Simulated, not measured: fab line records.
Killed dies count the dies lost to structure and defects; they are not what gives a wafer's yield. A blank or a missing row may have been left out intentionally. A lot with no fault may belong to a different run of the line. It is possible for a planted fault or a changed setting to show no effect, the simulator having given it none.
Which tool is to blame? || flow sky130 || 14 lots, 40 wafers sampled, at 3 steps of a route of 708

## WHAT EACH GAUGE READ, for each wafer
SKY_VIA4_BOW_MEAS_03. Usual: VIA4_BOW 79 um, standard deviation 9.5.
{"lot": "L723", "measured": "day 42 12:15", "on": "film_metro-04", "VIA4_BOW (um)": "94 89 101", "flag": ""}
{"lot": "L725", "measured": "day 42 20:55", "on": "film_metro-02", "VIA4_BOW (um)": "91 86 92", "flag": ""}
{"lot": "L724", "measured": "day 43 00:44", "on": "film_metro-04", "VIA4_BOW (um)": "93 83 86", "flag": ""}
{"lot": "L726", "measured": "day 43 05:01", "on": "film_metro-01", "VIA4_BOW (um)": "73 80 66", "flag": ""}
{"lot": "L727", "measured": "day 43 10:56", "on": "film_metro-01", "VIA4_BOW (um)": "81 88 83", "flag": ""}
{"lot": "L729", "measured": "day 43 18:22", "on": "film_metro-01", "VIA4_BOW (um)": "73 64", "flag": ""}
{"lot": "L730", "measured": "day 44 07:53", "on": "film_metro-02", "VIA4_BOW (um)": "74 67 70", "flag": ""}
{"lot": "L731", "measured": "day 44 16:52", "on": "film_metro-01", "VIA4_BOW (um)": "74 68", "flag": ""}
{"lot": "L733", "measured": "day 44 21:35", "on": "film_metro-01", "VIA4_BOW (um)": "95 83 93", "flag": ""}
{"lot": "L734", "measured": "day 45 00:09", "on": "film_metro-04", "VIA4_BOW (um)": "76 80 76", "flag": ""}
{"lot": "L735", "measured": "day 45 14:28", "on": "film_metro-01", "VIA4_BOW (um)": "77 80 83", "flag": ""}
{"lot": "L736", "measured": "day 45 23:45", "on": "film_metro-02", "VIA4_BOW (um)": "80 73 76", "flag": ""}
{"lot": "L740", "measured": "day 46 20:34", "on": "film_metro-02", "VIA4_BOW (um)": "78 92 91", "flag": ""}
{"lot": "L741", "measured": "day 47 03:35", "on": "film_metro-04", "VIA4_BOW (um)": "77 73 72", "flag": ""}

SKY_VIA4_OVL_MEAS_11. Usual: VIA4_OVL 1.2 nm, standard deviation 1.5.
{"lot": "L723", "measured": "day 43 11:04", "on": "overlay-02", "VIA4_OVL (nm)": "2.3 2.2 1.5", "flag": ""}
{"lot": "L725", "measured": "day 43 19:47", "on": "overlay-01", "VIA4_OVL (nm)": "0.6 1.5 1.7", "flag": ""}
{"lot": "L724", "measured": "day 43 22:43", "on": "overlay-02", "VIA4_OVL (nm)": "4.0 3.5 2.3", "flag": ""}
{"lot": "L726", "measured": "day 44 04:08", "on": "overlay-01", "VIA4_OVL (nm)": "3.4 3.5 2.8", "flag": ""}
{"lot": "L727", "measured": "day 44 08:53", "on": "overlay-01", "VIA4_OVL (nm)": "1.4 1.6 -1.7", "flag": ""}
{"lot": "L729", "measured": "day 44 16:55", "on": "overlay-01", "VIA4_OVL (nm)": "1.4 0.8", "flag": ""}
{"lot": "L730", "measured": "day 45 05:02", "on": "overlay-02", "VIA4_OVL (nm)": "2.7 2.0 2.2", "flag": ""}
{"lot": "L731", "measured": "day 45 13:27", "on": "overlay-02", "VIA4_OVL (nm)": "-0.9 0.3", "flag": ""}
{"lot": "L733", "measured": "day 45 18:40", "on": "overlay-02", "VIA4_OVL (nm)": "2.2 2.0 1.1", "flag": ""}
{"lot": "L734", "measured": "day 45 21:17", "on": "overlay-02", "VIA4_OVL (nm)": "2.3 4.7 1.7", "flag": ""}
{"lot": "L735", "measured": "day 46 11:29", "on": "overlay-02", "VIA4_OVL (nm)": "0.4 0.5 -0.3", "flag": ""}
{"lot": "L736", "measured": "day 46 20:53", "on": "overlay-02", "VIA4_OVL (nm)": "0.9 0.1 -0.2", "flag": ""}
{"lot": "L740", "measured": "day 47 15:37", "on": "overlay-01", "VIA4_OVL (nm)": "1.5 2.5 -0.1", "flag": ""}
{"lot": "L741", "measured": "day 47 23:01", "on": "overlay-02", "VIA4_OVL (nm)": "1.3 1.0 3.0", "flag": ""}

## WHAT TOOL EACH LOT RAN ON (gives the tool, then ch and the chambers of the sampled wafers, and finally the start)
{"lot": "L723", "SKY_LOCAL_INTERCONNECT_ETCH_13": "rie_metal-01 ch 0,1, day 31 03:39"}
{"lot": "L725", "SKY_LOCAL_INTERCONNECT_ETCH_13": "rie_metal-01 ch 0,1, day 31 12:35"}
{"lot": "L724", "SKY_LOCAL_INTERCONNECT_ETCH_13": "rie_metal-02 ch 0,1, day 31 17:20"}
{"lot": "L726", "SKY_LOCAL_INTERCONNECT_ETCH_13": "rie_metal-01 ch 0,1, day 31 22:49"}
{"lot": "L727", "SKY_LOCAL_INTERCONNECT_ETCH_13": "rie_metal-02 ch 1, day 32 06:11"}
{"lot": "L729", "SKY_LOCAL_INTERCONNECT_ETCH_13": "rie_metal-01 ch 0, day 32 15:32"}
{"lot": "L730", "SKY_LOCAL_INTERCONNECT_ETCH_13": "rie_metal-03 ch 0,1, day 33 07:26"}
{"lot": "L731", "SKY_LOCAL_INTERCONNECT_ETCH_13": "rie_metal-03 ch 0,1, day 33 15:47"}
{"lot": "L733", "SKY_LOCAL_INTERCONNECT_ETCH_13": "rie_metal-03 ch 0,1, day 33 22:44"}
{"lot": "L734", "SKY_LOCAL_INTERCONNECT_ETCH_13": "rie_metal-01 ch 0,1, day 34 02:14"}
{"lot": "L735", "SKY_LOCAL_INTERCONNECT_ETCH_13": "rie_metal-03 ch 0,1, day 34 20:01"}
{"lot": "L736", "SKY_LOCAL_INTERCONNECT_ETCH_13": "rie_metal-03 ch 0,1, day 35 07:33"}
{"lot": "L740", "SKY_LOCAL_INTERCONNECT_ETCH_13": "rie_metal-03 ch 0,1, day 36 06:07"}
{"lot": "L741", "SKY_LOCAL_INTERCONNECT_ETCH_13": "rie_metal-03 ch 0,1, day 36 15:51"}
- SKY_LOCAL_INTERCONNECT_ETCH_13: etches BARC in N2/H2, stops on SiO2, time 45.9 s, target depth 60 nm.

## AS READ BY THE TOOLS THEMSELVES (means over the sampled wafers that have a number; for cases with no such wafer, the mark the record gives instead)
SKY_LOCAL_INTERCONNECT_ETCH_13. Usual: drypump_motor_current_A 5.3 A, standard deviation 0.42; oes_product_au 0.855 a.u., standard deviation 0.0045; throttle_valve_pct 13.225 %, standard deviation 0.0091.
{"lot": "L723", "tool": "rie_metal-01", "drypump_motor_current_A (A)": 5.4, "oes_product_au (a.u.)": 0.856, "throttle_valve_pct (%)": 13.210, "flag": ""}
{"lot": "L725", "tool": "rie_metal-01", "drypump_motor_current_A (A)": 5.4, "oes_product_au (a.u.)": 0.857, "throttle_valve_pct (%)": 13.222, "flag": ""}
{"lot": "L724", "tool": "rie_metal-02", "drypump_motor_current_A (A)": 5.1, "oes_product_au (a.u.)": 0.855, "throttle_valve_pct (%)": 13.219, "flag": ""}
{"lot": "L726", "tool": "rie_metal-01", "drypump_motor_current_A (A)": 5.3, "oes_product_au (a.u.)": 0.858, "throttle_valve_pct (%)": 13.222, "flag": ""}
{"lot": "L727", "tool": "rie_metal-02", "drypump_motor_current_A (A)": 4.7, "oes_product_au (a.u.)": 0.857, "throttle_valve_pct (%)": 13.223, "flag": ""}
{"lot": "L729", "tool": "rie_metal-01", "drypump_motor_current_A (A)": 5.6, "oes_product_au (a.u.)": 0.852, "throttle_valve_pct (%)": 13.229, "flag": ""}
{"lot": "L730", "tool": "rie_metal-03", "drypump_motor_current_A (A)": 5.4, "oes_product_au (a.u.)": 0.858, "throttle_valve_pct (%)": 13.219, "flag": ""}
{"lot": "L731", "tool": "rie_metal-03", "drypump_motor_current_A (A)": 5.5, "oes_product_au (a.u.)": 0.850, "throttle_valve_pct (%)": 13.238, "flag": ""}
{"lot": "L733", "tool": "rie_metal-03", "drypump_motor_current_A (A)": 5.6, "oes_product_au (a.u.)": 0.859, "throttle_valve_pct (%)": 13.221, "flag": ""}
{"lot": "L734", "tool": "rie_metal-01", "drypump_motor_current_A (A)": 5.3, "oes_product_au (a.u.)": 0.858, "throttle_valve_pct (%)": 13.230, "flag": ""}
{"lot": "L735", "tool": "rie_metal-03", "drypump_motor_current_A (A)": 5.4, "oes_product_au (a.u.)": 0.858, "throttle_valve_pct (%)": 13.219, "flag": ""}
{"lot": "L736", "tool": "rie_metal-03", "drypump_motor_current_A (A)": 5.4, "oes_product_au (a.u.)": 0.857, "throttle_valve_pct (%)": 13.231, "flag": ""}
{"lot": "L740", "tool": "rie_metal-03", "drypump_motor_current_A (A)": 5.4, "oes_product_au (a.u.)": 0.856, "throttle_valve_pct (%)": 13.216, "flag": ""}
{"lot": "L741", "tool": "rie_metal-03", "drypump_motor_current_A (A)": 5.4, "oes_product_au (a.u.)": 0.855, "throttle_valve_pct (%)": 13.222, "flag": ""}

## THE ANSWER, worked out from the rows above alone
Rule: a lot is off if the mean of its wafers that have a number lies more than 3 standard deviations from the usual mean. A lot without any number at a reading at which 4 lots or more have one is off too. All remaining lots with rows at the step are treated as sound. After the gauges, taken in route order, come the tools' own readings; for these a lot's mean is taken, as printed above. At the first step where some lot is off, the reading lying furthest off is the one used; lots without a number count as furthest.
Nothing can be told from this: no lot is off at any reading shown.

## WHAT THE SIMULATOR PUT IN
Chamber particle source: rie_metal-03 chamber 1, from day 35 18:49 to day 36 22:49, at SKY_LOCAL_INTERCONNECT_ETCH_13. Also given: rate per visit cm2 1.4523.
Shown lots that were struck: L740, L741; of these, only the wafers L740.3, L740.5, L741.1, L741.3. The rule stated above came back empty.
